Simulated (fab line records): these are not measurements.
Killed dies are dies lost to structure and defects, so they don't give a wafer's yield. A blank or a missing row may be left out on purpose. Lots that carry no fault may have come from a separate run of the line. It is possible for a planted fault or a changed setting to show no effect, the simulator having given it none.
2 desks looking at one fault :: flow gf180mcu :: numbers are kept per desk, each desk with only its own; the story behind them comes last

THE TOOL OWNER'S DESK: pvd sputter-02
At GF_M3_SPUTTER_04 (material TiN, target thk 50 nm, time 41.7 s) the tool's own readings: per lot run on this tool, the mean of the sampled wafers that have a number. The brackets show how far a lot's mean lies from the usual mean; more than 4 standard deviations puts the lot out of limits, marked OUT.
Columns: A = throttle valve pct at GF_M3_SPUTTER_04, usual 29.6 %
lot: L838
first seen here: day 20 23:09
A: 29.8

lot: L843
first seen here: day 22 18:09
A: 29.6

lot: L844
first seen here: day 22 23:20
A: 31.0

lot: L853
first seen here: day 26 14:44
A: 29.4
Finding of this desk: none of the 4 lots has anything out of limits.

METROLOGY DESK
Lot by lot, what the gauges showed, no matter which tool ran the lot: averages of those sampled wafers that carry a number. The brackets show how far a lot's mean lies from the usual mean; more than 4 standard deviations puts the lot out of limits, marked OUT. It has 9 readings; the 7 that lie furthest out on some lot are the ones shown.
Columns: A = V2_W_RS at GF_V2_RS_MEAS_24, usual 0.330 ohm/sq; B = V2_W_THK at GF_V2_THK_MEAS_25, usual 349 nm; C = M3_ALCU_RS at GF_M3_RS_MEAS_05, usual 0.0697 ohm/sq; D = M3_ALCU_THK at GF_M3_THK_MEAS_06, usual 447 nm; E = cd nm at GF_M3_CD_MEAS_14, usual 279.8 nm; F = M3_OVL at GF_M3_OVL_MEAS_15, usual 2 nm; G = V3_CVD_00_THK at GF_V3_THK_MEAS_01, usual 598 nm
lot: L838
first seen here: day 20 22:29
A: 0.330
B: 349
C: 0.0693
D: 452
E: 280.1
F: -1
G: 596

lot: L843
first seen here: day 22 17:29
A: 0.323
B: 359
C: 0.0687
D: 460
E: 279.1
F: -2
G: 597

lot: L844
first seen here: day 22 22:44
A: 0.328
B: 353
C: 0.0693
D: 453
E: 280.6
F: -2
G: 606

lot: L850
first seen here: day 25 07:50
A: 0.331
B: 346
C: 0.0701
D: 444
E: 277.3
F: -3
G: 598

lot: L853
first seen here: day 26 14:01
A: 0.329
B: 354
C: 0.0706
D: 440
E: 280.2
F: 13
G: 599

lot: L856
first seen here: day 27 08:17
A: 0.329
B: 353
C: 0.0698
D: 446
E: 281.6
F: 10
G: 592
Finding of this desk: none of the 6 lots has anything out of limits.

ALL TOGETHER
Nothing out of limits was seen by the tool owner's desk.
Metrology desk: nothing out of limits seen.

WHAT THE SIMULATOR HAD INSERTED
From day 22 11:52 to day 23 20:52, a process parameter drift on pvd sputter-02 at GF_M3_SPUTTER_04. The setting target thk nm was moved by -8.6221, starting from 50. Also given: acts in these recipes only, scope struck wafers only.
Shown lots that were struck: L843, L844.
